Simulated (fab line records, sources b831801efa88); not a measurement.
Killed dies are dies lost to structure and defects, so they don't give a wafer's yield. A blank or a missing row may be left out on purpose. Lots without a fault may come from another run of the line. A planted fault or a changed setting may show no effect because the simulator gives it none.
Which tool did it? | flow gf180mcu | 24 lots, 72 wafers sampled, at 6 steps of a route of 602

WHAT THE GAUGES READ, wafer by wafer
GF_M2_OVL_MEAS_15.
lot  | measured     | on         | M2_OVL (nm)
L074 | day 18 23:39 | overlay-01 | 8 7 2
L075 | day 19 06:27 | overlay-02 | 0 -5 -1
L076 | day 19 17:46 | overlay-01 | -5 -4 0
L077 | day 20 03:11 | overlay-01 | -12 -12 0
L078 | day 20 19:21 | overlay-01 | -4 -3 5
L079 | day 21 03:10 | overlay-02 | -3 -3 -7
L080 | day 21 10:56 | overlay-01 | -2 -1 -2
L081 | day 21 19:01 | overlay-02 | -5 -7 0
L082 | day 22 02:56 | overlay-01 | 2 3 -6
L083 | day 22 11:20 | overlay-01 | 4 0 -6
L084 | day 22 19:32 | overlay-02 | -14 -12 -11
L085 | day 23 09:53 | overlay-02 | 2 -5 -6
L086 | day 23 14:05 | overlay-01 | 1 -8 -8
L087 | day 23 19:21 | overlay-02 | -2 -2 -9
L088 | day 24 09:11 | overlay-02 | -2 -4 4
L090 | day 25 00:20 | overlay-01 | 0 -2 -6
L089 | day 25 01:37 | overlay-01 | -7 -1 0
L091 | day 25 14:15 | overlay-01 | -10 -17 -10
L092 | day 25 16:40 | overlay-02 | -3 -6 -8
L093 | day 26 00:01 | overlay-02 | -7 -3 -9
L094 | day 26 07:07 | overlay-01 | -6 -3 -11
L095 | day 26 08:16 | overlay-02 | -4 -6 -7
L096 | day 26 20:28 | overlay-01 | 1 -10 2
L097 | day 26 23:07 | overlay-01 | -8 -7 -13

GF_V2_RS_MEAS_24: measures by four-point-probe.
lot  | measured     | on            | V2_W_RS (ohm/sq)
L074 | day 20 02:27 | film_metro-02 | 0.335 0.334 0.324
L075 | day 20 08:49 | film_metro-04 | 0.320 0.321 0.335
L076 | day 20 19:55 | film_metro-04 | 0.324 0.323 0.325
L077 | day 21 06:09 | film_metro-02 | 0.333 0.329 0.317
L078 | day 21 21:10 | film_metro-04 | 0.337 0.336 0.319
L079 | day 22 04:55 | film_metro-01 | 0.342 0.325 0.346
L080 | day 22 12:49 | film_metro-02 | 0.334 0.319 0.331
L081 | day 22 20:34 | film_metro-04 | 0.338 0.327 0.342
L082 | day 23 04:46 | film_metro-02 | 0.326 0.327 0.333
L083 | day 23 12:51 | film_metro-01 | 0.330 0.328 0.331
L084 | day 23 21:54 | film_metro-02 | 0.325 0.324 0.340
L085 | day 24 10:40 | film_metro-04 | 0.325 0.325 0.326
L086 | day 24 15:08 | film_metro-01 | 0.327 0.327 0.329
L087 | day 24 20:04 | film_metro-01 | 0.326 0.326 0.326
L088 | day 25 08:44 | film_metro-04 | 0.325 0.325 0.340
L090 | day 26 01:03 | film_metro-04 | 0.333 0.328 0.329
L089 | day 26 01:25 | film_metro-02 | 0.326 0.325 0.326
L091 | day 26 13:38 | film_metro-02 | 0.327 0.341 0.322
L092 | day 26 16:08 | film_metro-04 | 0.339 0.332 0.319
L093 | day 26 23:23 | film_metro-04 | 0.324 0.329 0.341
L094 | day 27 06:22 | film_metro-04 | 0.328 0.328 0.329
L095 | day 27 06:52 | film_metro-02 | 0.338 0.329 0.338
L096 | day 27 19:32 | film_metro-02 | 0.326 0.338 0.328
L097 | day 27 22:02 | film_metro-04 | 0.327 0.325 0.325

GF_V3_THK_MEAS_25: measures by xrf.
lot  | measured     | on            | V3_W_THK (nm)
L074 | day 22 04:43 | film_metro-02 | 345 351 350
L075 | day 22 11:14 | film_metro-02 | 348 351 352
L076 | day 22 21:37 | film_metro-03 | 345 348 349
L077 | day 23 06:59 | film_metro-03 | 340 345 341
L078 | day 23 22:44 | film_metro-01 | 349 347 351
L079 | day 24 05:58 | film_metro-01 | 338 335 341
L080 | day 24 13:36 | film_metro-01 | 348 354 349
L081 | day 24 21:27 | film_metro-03 | 347 344 346
L082 | day 25 05:08 | film_metro-03 | 345 347 354
L083 | day 25 11:27 | film_metro-03 | 354 352 351
L084 | day 25 23:29 | film_metro-02 | 349 348 350
L085 | day 26 08:04 | film_metro-03 | 342 343 342
L086 | day 26 12:59 | film_metro-01 | 355 349 349
L087 | day 26 20:43 | film_metro-02 | 343 348 348
L088 | day 27 05:40 | film_metro-03 | 348 350 355
L090 | day 27 21:21 | film_metro-01 | 348 346 350
L089 | day 27 22:36 | film_metro-02 | 349 347 345
L091 | day 28 09:56 | film_metro-01 | 355 357 359
L092 | day 28 11:37 | film_metro-02 | 350 343 345
L093 | day 28 18:22 | film_metro-03 | 351 355 351
L094 | day 29 01:31 | film_metro-02 | 345 342 347
L095 | day 29 01:47 | film_metro-01 | 348 354 346
L096 | day 29 13:22 | film_metro-03 | 355 356 354
L097 | day 29 15:29 | film_metro-03 | 347 348 351

GF_M4_OVL_MEAS_15.
lot  | measured     | on         | M4_OVL (nm)
L074 | day 23 04:06 | overlay-01 | -4 3 0
L075 | day 23 10:59 | overlay-02 | -1 3 -8
L076 | day 23 21:25 | overlay-01 | 0 3 5
L077 | day 24 06:00 | overlay-01 | -10 1 -5
L078 | day 24 21:26 | overlay-01 | -6 -4 0
L079 | day 25 04:04 | overlay-02 | -2 -4 -4
L080 | day 25 11:22 | overlay-01 | -2 -9 -4
L081 | day 25 22:32 | overlay-01 | -16 -10 -9
L082 | day 26 03:13 | overlay-02 | -14 -9 -12
L083 | day 26 09:07 | overlay-01 | -4 -1 0
L084 | day 26 21:03 | overlay-02 | -6 -1 0
L085 | day 27 05:34 | overlay-02 | 0 -1 -10
L086 | day 27 10:07 | overlay-02 | -8 -9 -1
L087 | day 27 17:21 | overlay-02 | -5 -1 7
L088 | day 28 01:49 | overlay-02 | -1 -2 -8
L090 | day 29 07:58 | overlay-01 | -4 -3 -14
L089 | day 28 18:37 | overlay-01 | -1 0 -4
L091 | day 29 05:40 | overlay-02 | -12 -20 -16
L092 | day 29 07:16 | overlay-02 | -4 -2 -6
L093 | day 29 14:04 | overlay-02 | -8 -7 -7
L094 | day 29 21:04 | overlay-01 | -3 -2 -7
L095 | day 29 21:41 | overlay-02 | -8 -15 -4
L096 | day 30 08:02 | overlay-01 | -4 1 -1
L097 | day 30 10:28 | overlay-01 | -9 -5 -4

WHICH TOOL RAN EACH LOT (tool, then ch and the chambers of the sampled wafers, then the start)
lot  | GF_V2_STRIP_18                       | GF_V2_SPUTTER_22
L074 | plasma_asher-01 ch 1, day 20 01:41   | pvd_sputter-02, day 20 02:17
L075 | plasma_asher-01 ch 0, day 20 08:04   | pvd_sputter-02, day 20 08:39
L076 | plasma_asher-01 ch 0,1, day 20 19:10 | pvd_sputter-04, day 20 19:45
L077 | plasma_asher-04 ch 1, day 21 05:21   | pvd_sputter-02, day 21 05:59
L078 | plasma_asher-01 ch 0,1, day 21 20:20 | pvd_sputter-04, day 21 21:00
L079 | plasma_asher-02 ch 0,1, day 22 04:07 | pvd_sputter-01, day 22 04:46
L080 | plasma_asher-01 ch 0,1, day 22 12:02 | pvd_sputter-02, day 22 12:40
L081 | plasma_asher-02 ch 0,1, day 22 19:49 | pvd_sputter-02, day 22 20:25
L082 | plasma_asher-02 ch 0,1, day 23 03:55 | pvd_sputter-04, day 23 04:37
L083 | plasma_asher-01 ch 0,1, day 23 12:06 | pvd_sputter-04, day 23 12:41
L084 | plasma_asher-02 ch 0,1, day 23 21:04 | pvd_sputter-04, day 23 21:43
L085 | plasma_asher-01 ch 0,1, day 24 09:54 | pvd_sputter-04, day 24 10:29
L086 | plasma_asher-01 ch 0,1, day 24 14:18 | pvd_sputter-04, day 24 14:58
L087 | plasma_asher-02 ch 0,1, day 24 19:18 | pvd_sputter-02, day 24 19:53
L088 | plasma_asher-02 ch 1, day 25 07:59   | pvd_sputter-02, day 25 08:35
L090 | plasma_asher-04 ch 0,1, day 26 00:18 | pvd_sputter-02, day 26 00:54
L089 | plasma_asher-01 ch 1, day 26 00:38   | pvd_sputter-01, day 26 01:15
L091 | plasma_asher-01 ch 0,1, day 26 12:50 | pvd_sputter-02, day 26 13:27
L092 | plasma_asher-04 ch 0,1, day 26 15:22 | pvd_sputter-02, day 26 15:59
L093 | plasma_asher-02 ch 0,1, day 26 22:38 | pvd_sputter-04, day 26 23:14
L094 | plasma_asher-04 ch 0,1, day 27 05:37 | pvd_sputter-02, day 27 06:13
L095 | plasma_asher-01 ch 0,1, day 27 06:05 | pvd_sputter-01, day 27 06:43
L096 | plasma_asher-04 ch 1, day 27 18:48   | pvd_sputter-04, day 27 19:23
L097 | plasma_asher-04 ch 0,1, day 27 21:16 | pvd_sputter-01, day 27 21:53
- GF_V2_STRIP_18: strips in O2/N2.
- GF_V2_SPUTTER_22: material TiN, target thk 10 nm, time 40 s.

WHAT THE TOOLS THEMSELVES READ (means of the sampled wafers that have a number; where no wafer has one, the mark that the record gives instead)
GF_V2_STRIP_18.
lot  | tool            | drypump_motor_current_A (A) | heater_power_w (W) | n2_flow_sccm (sccm) | oes_product_au (a.u.)
L074 | plasma_asher-01 | 6.11                        | 273                | 301.7               | 0.598
L075 | plasma_asher-01 | 6.11                        | 338                | 299.5               | 0.594
L076 | plasma_asher-01 | 6.11                        | 312                | 300.2               | 0.595
L077 | plasma_asher-04 | 5.91                        | 296                | 299.8               | 0.593
L078 | plasma_asher-01 | 6.10                        | 310                | 299.7               | 0.593
L079 | plasma_asher-02 | 5.85                        | 338                | 300.1               | 0.592
L080 | plasma_asher-01 | 6.11                        | 313                | 299.9               | 0.587
L081 | plasma_asher-02 | 5.84                        | 342                | 300.0               | 0.593
L082 | plasma_asher-02 | 5.53                        | 354                | 299.9               | 0.592
L083 | plasma_asher-01 | 6.11                        | 295                | 301.0               | 0.593
L084 | plasma_asher-02 | 5.78                        | 338                | 299.9               | 0.596
L085 | plasma_asher-01 | 6.09                        | 290                | 299.9               | 0.594
L086 | plasma_asher-01 | 6.11                        | 313                | 299.4               | 0.598
L087 | plasma_asher-02 | 5.58                        | 348                | 301.1               | 0.589
L088 | plasma_asher-02 | 5.30                        | 368                | 300.1               | 0.592
L090 | plasma_asher-04 | 5.88                        | 344                | 299.9               | 0.594
L089 | plasma_asher-01 | 6.09                        | 274                | 299.5               | 0.592
L091 | plasma_asher-01 | 6.11                        | 294                | 301.3               | 0.595
L092 | plasma_asher-04 | 5.82                        | 382                | 299.7               | 0.589
L093 | plasma_asher-02 | 5.56                        | 351                | 300.6               | 0.595
L094 | plasma_asher-04 | 5.86                        | 343                | 299.1               | 0.594
L095 | plasma_asher-01 | 6.10                        | 316                | 299.7               | 0.596
L096 | plasma_asher-04 | 5.93                        | 291                | 300.0               | 0.596
L097 | plasma_asher-04 | 5.81                        | 389                | 300.0               | 0.595

GF_V2_SPUTTER_22.
lot  | tool           | throttle_valve_pct (%)
L074 | pvd_sputter-02 | 30.5
L075 | pvd_sputter-02 | 30.8
L076 | pvd_sputter-04 | 29.3
L077 | pvd_sputter-02 | 30.5
L078 | pvd_sputter-04 | 29.5
L079 | pvd_sputter-01 | 30.1
L080 | pvd_sputter-02 | 30.5
L081 | pvd_sputter-02 | 30.6
L082 | pvd_sputter-04 | 29.8
L083 | pvd_sputter-04 | 29.2
L084 | pvd_sputter-04 | 29.1
L085 | pvd_sputter-04 | 29.5
L086 | pvd_sputter-04 | 29.4
L087 | pvd_sputter-02 | 30.7
L088 | pvd_sputter-02 | 31.3
L090 | pvd_sputter-02 | 29.5
L089 | pvd_sputter-01 | 30.1
L091 | pvd_sputter-02 | 29.5
L092 | pvd_sputter-02 | 29.4
L093 | pvd_sputter-04 | 28.7
L094 | pvd_sputter-02 | 30.3
L095 | pvd_sputter-01 | 30.0
L096 | pvd_sputter-04 | 29.2
L097 | pvd_sputter-01 | 30.1

THE ANSWER, worked out from the rows above alone
Rule: what is usual is taken from the lots themselves. Put in order of their means at a reading, lots are off if they are a third of the lots or fewer, leave a main group of 4 or more, and stand apart from it by a gap of 3 or more times the standard deviation of the main group's means; of several such gaps the widest counts. A main group whose means are all the same, to the digits that the tables above print for the reading, isn't used. A lot without any number at a reading at which 4 lots or more have one is off too. The other lots that the step has rows for count as sound. The gauges are gone through in route order, then the tools' own readings, and for those a lot's mean is taken as printed above. The first step at which some lot is off is used, and at that step the reading that is off furthest; a lot without a number counts as furthest.
No lot is off at any reading shown: from this, nothing can be told.

WHAT THE SIMULATOR HAD PUT IN
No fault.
